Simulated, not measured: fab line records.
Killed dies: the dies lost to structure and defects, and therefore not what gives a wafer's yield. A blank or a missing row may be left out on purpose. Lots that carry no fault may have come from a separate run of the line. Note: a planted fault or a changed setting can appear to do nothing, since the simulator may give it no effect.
Which tool did it? ; flow sky130 ; 42 wafers from 14 lots sampled at 3 of the route's 708 steps

WHAT EACH GAUGE READ, for each wafer
SKY_CONTACT_RS_MEAS_25: measures by four-point-probe.
lot;measured;on;CONTACT_W_RS (ohm/sq)
L714;day 31 22:18;filmMetro-02;0.334 0.343 0.334
L716;day 33 11:55;filmMetro-03;0.341 0.336 0.342
L717;day 33 20:01;filmMetro-03;0.337 0.343 0.340
L718;day 34 04:41;filmMetro-03;0.338 0.335 0.340
L720;day 34 13:40;filmMetro-01;0.342 0.340 0.346
L723;day 35 09:08;filmMetro-01;0.337 0.334 0.340
L722;day 35 12:19;filmMetro-01;0.339 0.331 0.339
L724;day 35 16:10;filmMetro-03;0.346 0.341 0.340
L727;day 36 19:52;filmMetro-02;0.341 0.345 0.342
L730;day 37 07:04;filmMetro-03;0.341 0.330 0.339
L733;day 38 06:05;filmMetro-01;0.338 0.342 0.336
L736;day 38 21:49;filmMetro-01;0.344 0.333 0.338

TOOL THAT RAN EACH LOT (tool first, then ch and the chambers of the sampled wafers, then the start)
lot;SKY_POLY_GATE_DEVELOP_12;SKY_CONTACT_CMP_04
L714;lithoTrack-04 ch 0, day 16 10:00;cmp-01 ch 0,2,3, day 30 17:02
L716;lithoTrack-01 ch 0, day 18 11:00;cmp-02 ch 0,2, day 32 06:44
L717;lithoTrack-01 ch 0, day 18 16:00;cmp-02 ch 1,2,3, day 32 15:36
L718;lithoTrack-04 ch 0, day 19 05:00;cmp-02 ch 0,2,3, day 33 01:22
L720;lithoTrack-01 ch 0, day 19 09:00;cmp-01 ch 1,3, day 33 09:29
L723;lithoTrack-01 ch 0, day 20 15:00;cmp-02 ch 0,1, day 34 06:08
L722;lithoTrack-04 ch 0, day 20 16:00;cmp-02 ch 0,2,3, day 34 10:46
L724;lithoTrack-01 ch 0, day 20 17:00;cmp-02 ch 0,1,2, day 34 13:16
L727;lithoTrack-01 ch 0, day 22 06:00;cmp-01 ch 1,2,3, day 35 16:53
L730;lithoTrack-01 ch 0, day 22 21:00;cmp-01 ch 0,1,2, day 36 03:50
L733;lithoTrack-03 ch 0, day 24 00:00;cmp-01 ch 0,1,3, day 37 02:38
L735;lithoTrack-01, day 24 09:00;-
L734;lithoTrack-01, day 24 10:00;-
L736;lithoTrack-03 ch 0, day 24 16:00;cmp-01 ch 0,1, day 37 18:25
- SKY_POLY_GATE_DEVELOP_12: develop time 60 s.
- SKY_CONTACT_CMP_04: polishes SiO2.

AS READ BY THE TOOLS THEMSELVES (means over the sampled wafers that have a number; for cases with no such wafer, the mark the record gives instead)
SKY_POLY_GATE_DEVELOP_12.
lot;tool;chillPlateTempC (C)
L714;lithoTrack-04;22.93
L716;lithoTrack-01;23.04
L717;lithoTrack-01;22.94
L718;lithoTrack-04;22.90
L720;lithoTrack-01;22.95
L723;lithoTrack-01;22.92
L722;lithoTrack-04;22.98
L724;lithoTrack-01;23.09
L727;lithoTrack-01;22.95
L730;lithoTrack-01;23.12
L733;lithoTrack-03;22.97
L735;lithoTrack-01;-
L734;lithoTrack-01;-
L736;lithoTrack-03;22.94

SKY_CONTACT_CMP_04.
lot;tool;edgeZonePressureFrac;motorCurrentA (A);timeToEndpointS (s)
L714;cmp-01;1.002;11.4;86
L716;cmp-02;1.001;11.6;81
L717;cmp-02;0.997;11.5;78
L718;cmp-02;1.003;11.8;81
L720;cmp-01;0.997;10.2;78
L723;cmp-02;0.994;12.0;81
L722;cmp-02;1.009;11.5;81
L724;cmp-02;0.999;11.8;85
L727;cmp-01;0.999;11.0;87
L730;cmp-01;0.994;12.0;82
L733;cmp-01;1.001;11.5;87
L736;cmp-01;0.998;12.0;86

THE ANSWER, worked out from the rows above alone
Rule: usual is defined by the lots themselves. Put in order of their means at a reading, lots are off if they are a third of the lots or fewer, leave a main group of 4 or more, and stand apart from it by a gap of 3 or more times the standard deviation of the main group's means; of several such gaps the widest counts. A main group is skipped when, at the precision printed for the reading in the tables above, its means are all equal. A lot without any number at a reading at which 4 lots or more have one is off too. Where the step has rows for the other lots, those lots are counted as sound. Order of review: gauges by route order, followed by the tools' own readings, for which a lot's mean as printed above is used. At the first step where some lot is off, the reading lying furthest off is the one used; lots without a number count as furthest.
Off at SKY_POLY_GATE_DEVELOP_12 (chillPlateTempC): L735, L734. Without a number there: L735, L734. Mean 22.98 C and standard deviation 0.066 in the main group.
A tool fits if, at that step or a process step before it, it ran every lot that is off, and no sound lot after the first of them. One fits: lithoTrack-01 at SKY_POLY_GATE_DEVELOP_12. A fault onset in the window from L730 (day 22 21:00, its last sound lot) to L735 (day 24 09:00, its first lot off) fits.
Blank at SKY_POLY_GATE_DEVELOP_12 on the lots that are off, where sound lots have numbers: chillPlateTempC.

WHAT WAS PUT IN BY THE SIMULATOR
Step skipped in full: lithoTrack-01, at SKY_POLY_GATE_DEVELOP_12, from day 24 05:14 onward. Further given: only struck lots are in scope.
Shown lots that were struck: L735, L734. Same finding as the rule above.
